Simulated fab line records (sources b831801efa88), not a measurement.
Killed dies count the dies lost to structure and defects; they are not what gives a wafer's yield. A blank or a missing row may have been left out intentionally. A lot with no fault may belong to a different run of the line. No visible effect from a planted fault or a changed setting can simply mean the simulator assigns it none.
The tool behind it: which one? / flow gf180mcu / 33 wafers from 11 lots sampled at 2 of the route's 602 steps

WHAT EACH GAUGE READ, for each wafer
GF_V1_RS_MEAS_24: measures by four-point-probe.
lot=L953; measured=day 18 12:52; on=film-metro-04; V1_W_RS (ohm/sq)=0.330 0.328 0.329
lot=L954; measured=day 18 16:35; on=film-metro-04; V1_W_RS (ohm/sq)=0.322 0.329 0.329
lot=L955; measured=day 18 17:46; on=film-metro-03; V1_W_RS (ohm/sq)=0.327 0.320 0.325
lot=L956; measured=day 19 01:40; on=film-metro-02; V1_W_RS (ohm/sq)=0.326 0.323 0.330
lot=L957; measured=day 19 18:31; on=film-metro-02; V1_W_RS (ohm/sq)=0.335 0.320 0.320
lot=L959; measured=day 20 18:38; on=film-metro-04; V1_W_RS (ohm/sq)=0.322 0.326 0.326
lot=L960; measured=day 21 05:07; on=film-metro-03; V1_W_RS (ohm/sq)=0.321 0.333 0.331
lot=L961; measured=day 21 13:40; on=film-metro-02; V1_W_RS (ohm/sq)=0.315 0.329 0.315
lot=L970; measured=day 24 13:27; on=film-metro-03; V1_W_RS (ohm/sq)=0.211 0.318 0.330
lot=L973; measured=day 25 05:04; on=film-metro-03; V1_W_RS (ohm/sq)=0.331 0.323 0.328
lot=L976; measured=day 26 00:59; on=film-metro-04; V1_W_RS (ohm/sq)=0.328 0.322 0.327

WHICH TOOL RAN EACH LOT (tool, then ch and the chambers of the sampled wafers, then the start)
lot=L953; GF_V1_CVD_23=cvd-w-02 ch 1, day 18 12:44
lot=L954; GF_V1_CVD_23=cvd-w-01 ch 0,1, day 18 16:27
lot=L955; GF_V1_CVD_23=cvd-w-02 ch 0,1, day 18 17:38
lot=L956; GF_V1_CVD_23=cvd-w-02 ch 0,1, day 19 01:32
lot=L957; GF_V1_CVD_23=cvd-w-01 ch 0,1, day 19 18:24
lot=L959; GF_V1_CVD_23=cvd-w-02 ch 0, day 20 18:28
lot=L960; GF_V1_CVD_23=cvd-w-02 ch 0,1, day 21 05:01
lot=L961; GF_V1_CVD_23=cvd-w-01 ch 0,1, day 21 13:33
lot=L970; GF_V1_CVD_23=cvd-w-01 ch 0,1, day 24 13:19
lot=L973; GF_V1_CVD_23=cvd-w-02 ch 0, day 25 04:57
lot=L976; GF_V1_CVD_23=cvd-w-02 ch 0,1, day 26 00:50
- GF_V1_CVD_23: deposits W, target thk 350 nm, time 105.05 s.

THE ANSWER, worked out from the rows above alone
Rule: usual is defined by the lots themselves. The widest of any qualifying gaps counts: lots, ordered by their means at a reading, are off when they make up no more than a third of the lots, leave a main group of 4 or more, and stand apart from it by 3 or more times the standard deviation of that group's means. Not used: any main group whose means are identical at the precision the tables above print for the reading. A lot without any number at a reading at which 4 lots or more have one is off too. Any other lot the step has rows for is counted as sound.
Off: L970, at GF_V1_RS_MEAS_24 (V1_W_RS). The main group: mean 0.326 ohm/sq, standard deviation 0.0025.
If a tool, at a process step before that reading, ran all the lots that are off and no sound lot after the first of them, it fits. Those tools and the gauges at GF_V1_RS_MEAS_24 are tried in the same way. One fits: cvd-w-01 at GF_V1_CVD_23. Its last sound lot is L961 (day 21 13:33), its first lot that is off L970 (day 24 13:19): a fault that began between those two fits.

WHAT WAS PUT IN BY THE SIMULATOR
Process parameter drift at GF_V1_CVD_23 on cvd-w-01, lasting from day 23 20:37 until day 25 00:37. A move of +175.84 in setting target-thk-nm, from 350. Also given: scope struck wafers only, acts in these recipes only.
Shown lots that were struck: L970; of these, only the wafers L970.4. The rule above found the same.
